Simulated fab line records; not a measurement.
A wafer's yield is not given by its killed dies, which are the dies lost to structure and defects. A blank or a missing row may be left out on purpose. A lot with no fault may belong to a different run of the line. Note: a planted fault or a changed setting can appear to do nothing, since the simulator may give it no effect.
fab line records	flow sky130	part 1 of 2: steps 1 to 27 of 40
[record] lots = 5	wafers = 15	last-day = 50
route steps=708 shown LDD_LDN@295 SPACER@304 POLY_CUT@307 SD_P@320 RES_XHIGH@332
lots with no fault: from the same line, run without faults
start-h: the number of hours between the record's first day and the start of the first shown wafer of the lot	wait-h: hours from the lot's prior step to this one	" as in the row above	L1.1+2: one row covering several wafers at once	- no value, or no start was given	* or withheld: withheld	< > ~ a bound
route shown NAME@n: names a module that has steps shown in the file, with the first one's number in the route	usual: mean/standard deviation of fault-free wafers	same: alike in all rows	chamber/n: place in a boat	sites: each site's reading	_std_site: standard deviation of those values	_edge_site: outer sites' mean less inner sites'	radius-mm: for every site, how far away it sits from the centre of the wafer	mask NAME#n: copy n	behind: tool/chamber where the wafer was last shaped	hold: why the lot went on hold/how many hours it stayed there/how the hold came to an end	device: which transistor (n, p or np) failed to switch	end of line: the tests these same wafers got at the end of their route	where a step has no rows: the recipe by itself	killed: at the first sort, the dies lost to defects and structure; wafer yield is something else	map: shows each die of a wafer: x if killed, . if not, _ if none is there
set.NAME: the run value of the setting; set.NAME@STEP: its run value at that earlier step	model.NAME: the simulator's own value behind a step, which no gauge read
lots at some steps of the route; a table a step, a row a wafer
services: a tool's chamber out of use, with start hour (start-h, from the record's first day; less than 0 if before it), hours out, and reason
[[steps]]
[step SKY_LDD_LDN_DEVELOP_06]
[recipe] resist = NOVOLAK	developer = TMAH	develop-time-s = 60	dev-temp-c = 23
lot.wafer	tool	chamber	start-h	wait-h
L075.1+2+6	litho-track-02	0	549.42	0.1
L081.1+3+4	litho-track-02	0	595.52	0.1
L091.1+3+6	litho-track-03	0	675.60	0.1
L094.3+4+5	litho-track-03	0	693.85	0.1
L097.1+2+6	litho-track-03	0	717.45	0.1
[step SKY_LDD_LDN_OVL_MEAS_07]
[usual] LDD_LDN_OVL = -1.0/1.1
lot.wafer	tool	chamber	start-h	wait-h	LDD_LDN_OVL[nm]
L075.1	overlay-02	-	549.57	0.1	-0.3
L075.2	"	-	"	"	-2.1
L075.6	"	-	"	"	-1.9
L081.1	overlay-02	-	595.67	0.1	-1.1
L081.3	"	-	"	"	-0.6
L081.4	"	-	"	"	-0.3
L091.1	overlay-02	-	675.75	0.1	0.2
L091.3	"	-	"	"	-0.1
L091.6	"	-	"	"	-0.7
L094.3	overlay-01	-	693.97	0.1	-1.3
L094.4	"	-	"	"	-0.4
L094.5	"	-	"	"	-1.1
L097.1	overlay-01	-	717.60	0.1	-0.7
L097.2	"	-	"	"	-2.2
L097.6	"	-	"	"	-0.3
[step SKY_LDD_LDN_IMPLANT_08]
[recipe] species = As	energy-kev = 15	dose-cm2 = 1.25e+13	tilt-deg = withheld	rotation-deg = 23
[usual] faraday-current-uA = 70.5/1.5
lot.wafer	tool	chamber	start-h	wait-h	faraday-current-uA
L075.1	implanter-04	0	549.60	0.0	68.5
L075.2	"	0	"	"	71.7
L075.6	"	0	"	"	68.7
L081.1	implanter-01	0	595.70	0.0	73.2
L081.3	"	0	"	"	70.1
L081.4	"	0	"	"	70.6
L091.1	implanter-01	0	675.79	0.0	68.9
L091.3	"	0	"	"	73.0
L091.6	"	0	"	"	70.0
L094.3	implanter-04	0	694.04	0.1	70.0
L094.4	"	0	"	"	71.0
L094.5	"	0	"	"	69.8
L097.1	implanter-01	0	717.64	0.0	74.0
L097.2	"	0	"	"	69.8
L097.6	"	0	"	"	72.4
[step SKY_LDD_LDN_IMPLANT_09]
[recipe] species = As	energy-kev = 15	dose-cm2 = 1.235e+13	tilt-deg = withheld	rotation-deg = 113
[usual] faraday-current-uA = 69.4/1.3
lot.wafer	tool	chamber	start-h	wait-h	faraday-current-uA
L075.1	implanter-04	0	549.75	0.1	69.6
L075.2	"	0	"	"	69.8
L075.6	"	0	"	"	71.5
L081.1	implanter-01	0	595.85	0.1	69.1
L081.3	"	0	"	"	70.8
L081.4	"	0	"	"	69.2
L091.1	implanter-01	0	675.94	0.1	69.2
L091.3	"	0	"	"	68.7
L091.6	"	0	"	"	71.0
L094.3	implanter-04	0	694.19	0.1	69.3
L094.4	"	0	"	"	69.2
L094.5	"	0	"	"	68.8
L097.1	implanter-01	0	717.79	0.1	67.9
L097.2	"	0	"	"	70.9
L097.6	"	0	"	"	67.0
[step SKY_LDD_LDN_IMPLANT_10]
[recipe] species = As	energy-kev = 15	dose-cm2 = 1.25e+13	tilt-deg = withheld	rotation-deg = 203
[usual] faraday-current-uA = 70.5/1.5
lot.wafer	tool	chamber	start-h	wait-h	faraday-current-uA
L075.1	implanter-04	0	549.90	0.1	71.7
L075.2	"	0	"	"	70.4
L075.6	"	0	"	"	71.1
L081.1	implanter-01	0	596.00	0.1	73.1
L081.3	"	0	"	"	70.6
L081.4	"	0	"	"	70.6
L091.1	implanter-01	0	676.09	0.1	68.9
L091.3	"	0	"	"	71.9
L091.6	"	0	"	"	70.7
L094.3	implanter-04	0	694.34	0.1	68.7
L094.4	"	0	"	"	69.8
L094.5	"	0	"	"	72.7
L097.1	implanter-01	0	717.94	0.1	70.2
L097.2	"	0	"	"	72.3
L097.6	"	0	"	"	69.6
[step SKY_LDD_LDN_IMPLANT_11]
[recipe] species = As	energy-kev = 15	dose-cm2 = 1.25e+13	tilt-deg = withheld	rotation-deg = 293
[usual] faraday-current-uA = 70.5/1.5
lot.wafer	tool	chamber	start-h	wait-h	faraday-current-uA
L075.1	implanter-04	0	550.05	0.1	68.9
L075.2	"	0	"	"	71.4
L075.6	"	0	"	"	71.4
L081.1	implanter-01	0	596.15	0.1	71.9
L081.3	"	0	"	"	69.9
L081.4	"	0	"	"	72.0
L091.1	implanter-01	0	676.24	0.1	69.0
L091.3	"	0	"	"	70.3
L091.6	"	0	"	"	69.4
L094.3	implanter-04	0	694.49	0.1	69.6
L094.4	"	0	"	"	72.5
L094.5	"	0	"	"	71.9
L097.1	implanter-01	0	718.09	0.1	74.1
L097.2	"	0	"	"	73.7
L097.6	"	0	"	"	69.5
[step SKY_LDD_LDN_STRIP_12]
[recipe] chemistry = O2/N2	power-w = 1400	pressure-mtorr = 1500	platen-temp-c = withheld	o2-flow-sccm = 3000	n2-flow-sccm = 300	overash-fraction = 0.5
[usual] chamber-pressure-mTorr = 1500.0/1.3	drypump-motor-current-A = 5.5/0.31	oes-product-au = 0.716/0.0044	strip-time-to-endpoint-s = 14.18/0.038
lot.wafer	tool	chamber	start-h	wait-h	chamber-pressure-mTorr	drypump-motor-current-A	oes-product-au	rf-hours-counter-h	strip-time-to-endpoint-s
L075.1	plasma-asher-02	1	550.20	0.1	1500.1	6.0	0.717	88	14.18
L075.2	"	0	"	"	1497.9	5.4	0.713	88	14.20
L075.6	"	1	"	"	1500.7	6.0	0.708	-	14.19
L081.1	plasma-asher-03	1	596.30	0.1	1499.5	5.1	0.717	17	14.22
L081.3	"	1	"	"	1497.3	5.2	0.717	-	14.24
L081.4	"	0	"	"	1500.5	5.6	0.717	-	14.22
L091.1	plasma-asher-04	1	676.39	0.1	1498.9	5.7	0.711	82	14.21
L091.3	"	0	"	"	1499.7	5.0	0.716	-	14.21
L091.6	"	1	"	"	1501.0	5.7	0.718	-	14.21
L094.3	plasma-asher-02	0	694.62	0.1	1499.6	5.4	0.715	-	14.17
L094.4	"	1	"	"	1499.3	6.0	0.719	-	14.16
L094.5	"	0	"	"	1499.4	5.4	0.715	-	14.14
L097.1	plasma-asher-04	0	718.24	0.1	1500.4	5.0	0.703	86	14.18
L097.2	"	1	"	"	1499.4	5.6	0.712	86	14.17
L097.6	"	1	"	"	1499.2	5.7	0.720	-	14.18
[step SKY_LDD_LDN_TW_MEAS_13]
[usual] LDD_LDN_TW = 1493/6.7
lot.wafer	tool	chamber	start-h	wait-h	LDD_LDN_TW
L075.1	film-metro-03	-	550.30	0.1	1501
L075.2	"	-	"	"	1501
L075.6	"	-	"	"	1501
L081.1	film-metro-04	-	596.40	0.1	1477
L081.3	"	-	"	"	1488
L081.4	"	-	"	"	1483
L091.1	film-metro-03	-	676.49	0.1	1494
L091.3	"	-	"	"	1498
L091.6	"	-	"	"	1491
L094.3	film-metro-04	-	694.71	0.1	1487
L094.4	"	-	"	"	1477
L094.5	"	-	"	"	1492
L097.1	film-metro-01	-	718.34	0.1	1494
L097.2	"	-	"	"	1492
L097.6	"	-	"	"	1489
[step SKY_LDD_LDN_CLEAN_14]
[recipe] chemistry = SC1/SC2	mix = 1:4:20	temp-c = 70	time-s = 150	dry = n2-spin
[same] time-s = 150
lot.wafer	tool	chamber	start-h	wait-h
L075.1+2+6	wet-bench-02	3	550.38	0.1
L081.1+3+4	wet-bench-01	0	596.46	0.1
L091.1+3+6	wet-bench-02	0	676.55	0.1
L094.3+4+5	wet-bench-01	0	694.75	0.0
L097.1+2+6	wet-bench-02	0	718.40	0.1
[step SKY_SPACER_CVD_00]
[recipe] material = Si3N4	precursor = DCS/NH3	target-thk-nm = 43.1	temp-c = 770	time-s = 740	pressure-mtorr = 250
[usual] spike-tc-upper-C = 771.1/0.98
[same] time-s = 740
lot.wafer	tool	chamber	start-h	wait-h	spike-tc-upper-C
L075.1	lpcvd-02	1	550.83	0.4	769.0
L075.2	"	1	"	"	770.8
L075.6	"	1	"	"	770.3
L081.1	lpcvd-02	1	596.51	0.0	771.0
L081.3	"	1	"	"	770.4
L081.4	"	1	"	"	772.1
L091.1	lpcvd-02	0	676.82	0.2	772.4
L091.3	"	0	"	"	770.5
L091.6	"	0	"	"	771.7
L094.3	lpcvd-02	0	694.83	0.0	770.6
L094.4	"	0	"	"	771.5
L094.5	"	0	"	"	771.4
L097.1	lpcvd-02	0	718.45	0.0	770.2
L097.2	"	0	"	"	771.6
L097.6	"	0	"	"	772.6
[step SKY_SPACER_THK_MEAS_01]
[recipe] reads = Si3N4_of_SPACER_CVD_00
[usual] SPACER_CVD_00_THK = 43.3/0.36
lot.wafer	tool	chamber	start-h	wait-h	SPACER_CVD_00_THK[nm]
L075.1	film-metro-02	-	552.03	0.0	42.8
L075.2	"	-	"	"	42.8
L075.6	"	-	"	"	43.1
L081.1	film-metro-02	-	597.72	0.0	43.6
L081.3	"	-	"	"	43.5
L081.4	"	-	"	"	43.6
L091.1	film-metro-02	-	678.03	0.0	43.4
L091.3	"	-	"	"	43.1
L091.6	"	-	"	"	43.4
L094.3	film-metro-02	-	696.06	0.0	43.1
L094.4	"	-	"	"	42.9
L094.5	"	-	"	"	43.2
L097.1	film-metro-03	-	719.66	0.0	43.5
L097.2	"	-	"	"	43.6
L097.6	"	-	"	"	43.2
[step SKY_SPACER_ETCHBACK_02]
[recipe] chemistry = CH3F/O2	target = Si3N4	stop-on = SiO2	source-w = 400	bias-w = 80	pressure-mtorr = 25	ch3f-flow-sccm = 40	O2_flow_sccm = 30	time-s = 46.7	target-depth-a = 450
[usual] bias-w = 79.98/0.23	chamber-pressure-mTorr = 25.001/0.023	drypump-motor-current-A = 5.8/0.42	oes-product-au = 0.856/0.0057	throttle-valve-pct = 10.562/0.009
[same] time-s = 46.7
lot.wafer	tool	chamber	start-h	wait-h	bias-w	chamber-pressure-mTorr	drypump-motor-current-A	oes-product-au	rf-hours-counter-h	throttle-valve-pct
L075.1	rie-diel-03	3	552.09	0.1	79.83	24.964	5.9	0.857	9	10.562
L075.2	"	0	"	"	80.00	24.953	5.6	0.857	67	10.564
L075.6	"	1	"	"	80.25	24.993	6.0	0.859	-	10.553
L081.1	rie-diel-02	0	597.78	0.1	80.10	24.992	5.1	0.866	6	10.579
L081.3	"	2	"	"	80.05	25.015	6.5	0.850	14	10.553
L081.4	"	1	"	"	80.17	25.005	6.3	0.860	10	10.574
L091.1	rie-diel-01	3	678.09	0.1	79.68	24.996	6.0	0.855	17	10.556
L091.3	"	0	"	"	80.21	24.989	6.0	0.845	25	10.570
L091.6	"	0	"	"	80.10	24.992	6.0	0.859	-	10.542
L094.3	rie-diel-02	2	696.10	0.0	79.66	25.008	6.4	0.851	16	10.549
L094.4	"	0	"	"	80.29	25.001	5.1	0.855	8	10.549
L094.5	"	3	"	"	79.55	25.042	5.4	0.860	-	10.569
L097.1	rie-diel-02	0	719.72	0.1	79.79	25.005	5.1	0.858	9	10.546
L097.2	"	3	"	"	80.19	25.021	5.5	0.856	9	10.564
L097.6	"	3	"	"	80.33	24.997	5.5	0.850	-	10.554
[step SKY_POLY_CUT_DEHYDRATE_00]
[recipe] temp-c = 200	time-s = 60
[same] time-s = 60
lot.wafer	tool	chamber	start-h	wait-h
L075.1+2+6	litho-track-04	0	565.71	13.6
L081.1+3+4	litho-track-04	0	612.51	14.7
L091.1+3+6	litho-track-02	0	691.57	13.5
L094.3+4+5	litho-track-02	0	709.77	13.6
L097.1+2+6	litho-track-01	0	732.72	13.0
[step SKY_POLY_CUT_HMDS_01]
[recipe] prime-time-s = 60	prime-temp-c = 120
lot.wafer	tool	chamber	start-h	wait-h
L075.1+2+6	litho-track-04	0	565.86	0.1
L081.1+3+4	litho-track-04	0	612.66	0.1
L091.1+3+6	litho-track-02	0	691.72	0.1
L094.3+4+5	litho-track-02	0	709.92	0.1
L097.1+2+6	litho-track-01	0	732.87	0.1
[step SKY_POLY_CUT_COAT_02]
[recipe] resist = BARC	temp-c = withheld	time-s = withheld	spin-rpm = 3000	resist-thk-nm = 60
lot.wafer	tool	chamber	start-h	wait-h
L075.1+2+6	litho-track-04	0	566.01	0.1
L081.1+3+4	litho-track-04	0	612.81	0.1
L091.1+3+6	litho-track-02	0	691.87	0.1
L094.3+4+5	litho-track-02	0	710.07	0.1
L097.1+2+6	litho-track-01	0	733.02	0.1
[step SKY_POLY_CUT_COAT_03]
[recipe] resist = KrF-thick	spin-rpm = 3000	resist-thk-nm = 450
lot.wafer	tool	chamber	start-h	wait-h
L075.1+2+6	litho-track-04	0	-	-
L081.1+3+4	litho-track-04	0	-	-
L091.1+3+6	litho-track-02	0	-	-
L094.3+4+5	litho-track-02	0	-	-
L097.1+2+6	litho-track-01	0	-	-
[step SKY_POLY_CUT_SOFTBAKE_04]
[recipe] temp-c = 100	time-s = 90	resist = KrF-thick
[same] time-s = 90
lot.wafer	tool	chamber	start-h	wait-h
L075.1+2+6	litho-track-04	0	-	-
L081.1+3+4	litho-track-04	0	-	-
L091.1+3+6	litho-track-02	0	-	-
L094.3+4+5	litho-track-02	0	-	-
L097.1+2+6	litho-track-01	0	-	-
[step SKY_POLY_CUT_EXPOSE_05]
[recipe] mask-id = NPCM	na = 0.8	source-shape = annular	sigma-inner = 0.55	sigma-outer = 0.85	target-cd-nm = 270	dose-mj = 32
[same] sigma-inner = 0.55
lot.wafer	tool	chamber	start-h	wait-h	mask
L075.1+2+6	krf-scanner-02	0	-	-	NPCM#0
L081.1+3+4	krf-scanner-02	0	-	-	NPCM#0
L091.1+3+6	krf-scanner-01	0	-	-	NPCM#0
L094.3+4+5	krf-scanner-01	0	-	-	NPCM#0
L097.1+2+6	krf-scanner-02	0	-	-	NPCM#0
[step SKY_POLY_CUT_PEB_06]
[recipe] peb-temp-c = withheld	peb-time-s = withheld	resist = KrF-thick
lot.wafer	tool	chamber	start-h	wait-h
L075.1+2+6	litho-track-04	0	-	-
L081.1+3+4	litho-track-01	0	-	-
L091.1+3+6	litho-track-04	0	-	-
L094.3+4+5	litho-track-01	0	-	-
L097.1+2+6	litho-track-01	0	-	-
[step SKY_POLY_CUT_DEVELOP_07]
[recipe] develop-time-s = 60	resist = KrF-thick	dev-temp-c = 21
lot.wafer	tool	chamber	start-h	wait-h
L075.1+2+6	litho-track-04	0	-	-
L081.1+3+4	litho-track-01	0	-	-
L091.1+3+6	litho-track-04	0	-	-
L094.3+4+5	litho-track-01	0	-	-
L097.1+2+6	litho-track-01	0	-	-
[step SKY_POLY_CUT_CD_MEAS_08]
[recipe] target-cd-nm = 270
[usual] cd-nm = 269.9/1.7
lot.wafer	tool	chamber	start-h	wait-h	cd-nm
L075.1	cd-sem-01	-	581.92	-	267.6
L075.2	"	-	"	"	267.9
L075.6	"	-	"	"	269.2
L081.1	cd-sem-01	-	627.47	-	267.6
L081.3	"	-	"	"	267.7
L081.4	"	-	"	"	269.5
L091.1	cd-sem-01	-	706.56	-	268.3
L091.3	"	-	"	"	269.3
L091.6	"	-	"	"	269.7
L094.3	cd-sem-02	-	723.86	-	273.3
L094.4	"	-	"	"	274.1
L094.5	"	-	"	"	274.0
L097.1	cd-sem-02	-	746.52	-	270.0
L097.2	"	-	"	"	269.5
L097.6	"	-	"	"	270.3
[step SKY_POLY_CUT_OVL_MEAS_09]
[usual] POLY_CUT_OVL = 5/5.3
lot.wafer	tool	chamber	start-h	wait-h	POLY_CUT_OVL[nm]
L075.1	overlay-02	-	582.04	0.1	9
L075.2	"	-	"	"	9
L075.6	"	-	"	"	3
L081.1	overlay-01	-	627.59	0.1	6
L081.3	"	-	"	"	4
L081.4	"	-	"	"	7
L091.1	overlay-02	-	706.68	0.1	12
L091.3	"	-	"	"	8
L091.6	"	-	"	"	4
L094.3	overlay-01	-	723.95	0.1	-1
L094.4	"	-	"	"	2
L094.5	"	-	"	"	-4
L097.1	overlay-01	-	746.64	0.1	7
L097.2	"	-	"	"	6
L097.6	"	-	"	"	11
[step SKY_POLY_CUT_ETCH_10]
[recipe] chemistry = N2/H2	target = BARC	ion-energy-ev = 200	source-w = 500	bias-w = 100	pressure-mtorr = 30	n2-flow-sccm = 100	h2-flow-sccm = 200	stop-on = SiO2	time-s = 45.9	target-depth-a = 600
[usual] bias-w = 100.0/0.31	chamber-pressure-mTorr = 30.000/0.027	drypump-motor-current-A = 5.9/0.38	oes-product-au = 0.855/0.0045	throttle-valve-pct = 13.224/0.0098
[same] time-s = 45.9
lot.wafer	tool	chamber	start-h	wait-h	bias-w	chamber-pressure-mTorr	drypump-motor-current-A	oes-product-au	rf-hours-counter-h	throttle-valve-pct
L075.1	rie-diel-03	2	582.08	0.0	100.2	29.977	5.5	0.851	3	13.218
L075.2	"	3	"	"	100.1	29.973	5.9	0.852	9	13.223
L075.6	"	3	"	"	100.3	29.992	5.9	0.844	-	13.210
L081.1	rie-diel-03	2	627.62	0.0	99.7	29.997	5.5	0.855	4	13.242
L081.3	"	3	"	"	99.9	29.987	5.9	0.848	10	13.222
L081.4	"	1	"	"	99.7	30.000	6.0	0.852	-	13.241
L091.1	rie-diel-04	0	706.72	0.0	99.3	29.988	5.9	0.852	15	13.231
L091.3	"	2	"	"	99.9	29.998	6.1	0.856	20	13.228
L091.6	"	1	"	"	100.0	30.011	5.6	0.855	-	13.216
L094.3	rie-diel-03	2	723.98	0.0	99.5	29.991	5.5	0.857	6	13.221
L094.4	"	1	"	"	99.7	29.988	6.0	0.856	12	13.215
L094.5	"	2	"	"	100.1	29.977	5.5	0.858	-	13.217
L097.1	rie-diel-02	0	746.68	0.0	100.0	29.965	5.1	0.856	10	13.216
L097.2	"	1	"	"	99.8	30.002	6.3	0.849	13	13.243
L097.6	"	1	"	"	100.8	29.960	6.3	0.858	-	13.223
[step SKY_POLY_CUT_ETCH_11]
[recipe] target = Si3N4	chemistry = CF4/CH2F2/Ar	stop-on = poly-Si	source-w = 600	bias-w = 150	pressure-mtorr = 40	cf4-flow-sccm = 40	ch2f2-flow-sccm = 20	Ar_flow_sccm = 150	time-s = 42.5	target-depth-a = 600
[usual] bias-w = 150.1/0.49	chamber-pressure-mTorr = 40.00/0.033	drypump-motor-current-A = 5.9/0.38	oes-product-au = 0.831/0.0068	throttle-valve-pct = 14.995/0.0098
[same] time-s = 42.5
lot.wafer	tool	chamber	start-h	wait-h	bias-w	chamber-pressure-mTorr	drypump-motor-current-A	oes-product-au	rf-hours-counter-h	throttle-valve-pct
L075.1	rie-diel-03	2	582.12	0.0	150.6	40.01	5.5	0.838	3	15.003
L075.2	"	3	"	"	150.1	39.97	5.8	0.833	9	15.002
L075.6	"	3	"	"	150.2	39.98	5.8	0.828	-	14.998
L081.1	rie-diel-03	2	627.67	0.0	149.8	39.99	5.5	0.830	4	14.986
L081.3	"	3	"	"	149.5	40.03	5.9	0.832	10	15.002
L081.4	"	1	"	"	149.9	39.95	6.0	0.823	-	14.987
L091.1	rie-diel-04	0	706.76	0.0	149.5	39.93	5.9	0.843	16	14.992
L091.3	"	2	"	"	149.5	40.06	6.0	0.827	20	15.006
L091.6	"	1	"	"	150.5	39.97	5.6	0.834	-	14.980
L094.3	rie-diel-03	2	724.02	0.0	150.4	39.98	5.6	0.834	6	14.993
L094.4	"	1	"	"	150.5	40.01	6.1	0.832	12	15.002
L094.5	"	2	"	"	150.9	40.03	5.5	0.836	-	14.985
L097.1	rie-diel-02	0	746.72	0.0	150.6	40.01	5.1	0.830	10	14.991
L097.2	"	1	"	"	149.8	39.97	6.3	0.830	13	14.991
L097.6	"	1	"	"	150.1	39.98	6.3	0.838	-	14.993
[step SKY_POLY_CUT_STRIP_12]
[recipe] chemistry = O2/N2	power-w = 1400	pressure-mtorr = 1500	platen-temp-c = withheld	o2-flow-sccm = 3000	n2-flow-sccm = 300	overash-fraction = 0.5
[usual] chamber-pressure-mTorr = 1499.8/1.4	drypump-motor-current-A = 5.6/0.48	oes-product-au = 0.453/0.0045	strip-time-to-endpoint-s = 5.356/0.018
lot.wafer	tool	chamber	start-h	wait-h	chamber-pressure-mTorr	drypump-motor-current-A	oes-product-au	rf-hours-counter-h	strip-time-to-endpoint-s
L075.1	plasma-asher-02	1	582.16	0.0	1499.3	6.1	0.452	91	5.342
L075.2	"	0	"	"	1501.1	5.4	0.442	91	5.338
L075.6	"	0	"	"	1498.6	5.4	0.448	-	5.353
L081.1	plasma-asher-01	0	627.71	0.0	1501.9	5.3	0.448	49	5.349
L081.3	"	0	"	"	1501.1	5.3	0.460	-	5.346
L081.4	"	1	"	"	1498.3	6.5	0.441	-	5.368
L091.1	plasma-asher-01	1	706.80	0.0	1502.8	6.5	0.447	57	5.313
L091.3	"	0	"	"	1500.0	5.3	0.454	-	5.352
L091.6	"	1	"	"	1501.0	6.5	0.451	-	5.344
L094.3	plasma-asher-01	0	724.09	0.1	1499.8	5.3	0.447	-	5.329
L094.4	"	1	"	"	1500.0	6.5	0.449	-	5.325
L094.5	"	0	"	"	1500.8	5.3	0.443	-	5.313
L097.1	plasma-asher-02	1	746.76	0.0	1500.0	6.1	0.455	0	5.352
L097.2	"	0	"	"	1499.7	5.4	0.454	0	5.356
L097.6	"	0	"	"	1499.7	5.4	0.457	-	5.354
[step SKY_SD_P_DEHYDRATE_00]
[recipe] temp-c = 200	time-s = 60
[same] time-s = 60
lot.wafer	tool	chamber	start-h	wait-h
L075.1+2+6	litho-track-04	0	596.11	13.9
L081.1+3+4	litho-track-01	0	642.47	14.7
L091.1+3+6	litho-track-01	0	719.87	13.0
L094.3+4+5	litho-track-03	0	737.10	13.0
L097.1+2+6	litho-track-01	0	760.17	13.4
[step SKY_SD_P_HMDS_01]
[recipe] prime-time-s = 60	prime-temp-c = 120
lot.wafer	tool	chamber	start-h	wait-h
L075.1+2+6	litho-track-04	0	596.26	0.1
L081.1+3+4	litho-track-01	0	642.62	0.1
L091.1+3+6	litho-track-01	0	720.02	0.1
L094.3+4+5	litho-track-03	0	737.25	0.1
L097.1+2+6	litho-track-01	0	760.32	0.1
